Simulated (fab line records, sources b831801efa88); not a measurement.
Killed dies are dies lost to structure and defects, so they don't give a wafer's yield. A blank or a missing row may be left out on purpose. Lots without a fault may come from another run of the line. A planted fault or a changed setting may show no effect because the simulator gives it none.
A sampling plan put to the test | flow sky130 | one fab line, 5 faults that these records tell of, each judged on the records of the lots that it struck
The plan is the line's own looks: the steps of the route at which a gauge or an inspection reads the wafer and doesn't change it. A look can be judged if struck wafers have a number there and the file gives its usual mean and standard deviation on fault-free wafers. Caught: at a look after the fault's first step, the mean of the struck wafers lies 4 or more of those standard deviations (sigma) from the usual mean. On the tool: the same test on the tool's own readings at the fault's steps. Another recipe on the struck wafers, or a record that is blank for them alone, also counts as caught.

THE FAULTS, as the simulator had put them in
1. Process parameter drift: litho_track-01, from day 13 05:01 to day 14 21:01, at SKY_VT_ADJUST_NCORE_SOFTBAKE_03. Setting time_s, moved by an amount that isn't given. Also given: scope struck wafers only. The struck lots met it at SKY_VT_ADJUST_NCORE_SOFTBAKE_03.
2. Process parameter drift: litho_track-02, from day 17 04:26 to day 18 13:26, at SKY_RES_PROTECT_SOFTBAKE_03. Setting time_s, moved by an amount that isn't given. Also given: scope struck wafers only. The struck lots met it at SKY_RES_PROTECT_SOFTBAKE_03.
3. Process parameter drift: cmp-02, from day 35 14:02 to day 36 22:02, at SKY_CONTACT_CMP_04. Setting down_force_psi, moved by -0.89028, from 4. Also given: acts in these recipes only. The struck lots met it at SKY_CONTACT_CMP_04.
4. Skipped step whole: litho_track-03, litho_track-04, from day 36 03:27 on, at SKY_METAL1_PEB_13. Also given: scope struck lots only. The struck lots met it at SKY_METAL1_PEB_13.
5. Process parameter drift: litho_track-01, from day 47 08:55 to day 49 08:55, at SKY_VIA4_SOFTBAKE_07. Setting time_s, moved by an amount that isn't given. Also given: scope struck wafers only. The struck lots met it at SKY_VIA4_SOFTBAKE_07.

WHAT THE PLAN SAW
fault | on the tool itself                       | first look that catches it                   | reading, sigma | median hours from its first step to that look | hours from the fault's start to the first struck lot there | judged looks passed uncaught
1     | heater_power_total_W +99 or beyond sigma | not the one look that can be judged after it | -              | -                                             | -                                                          | 1
2     | heater_power_total_W +24 sigma           | no look after it can be judged               | -              | -                                             | -                                                          | 0
3     | head_pressure_psi -99 or beyond sigma    | no look after it can be judged               | -              | -                                             | -                                                          | 0
4     | no reading that can be judged            | no look after it can be judged               | -              | -                                             | -                                                          | 0
5     | run_length_s +36 sigma                   | no look after it can be judged               | -              | -                                             | -                                                          | 0
A dash: the fault isn't caught, or these records don't give the number.

Caught at a look: 0 of 5. Caught on the tool: 4 of 5. By one or the other: 4 of 5.
Caught on the tool alone: faults 1, 2, 3, 5.
Caught by neither: fault 4.
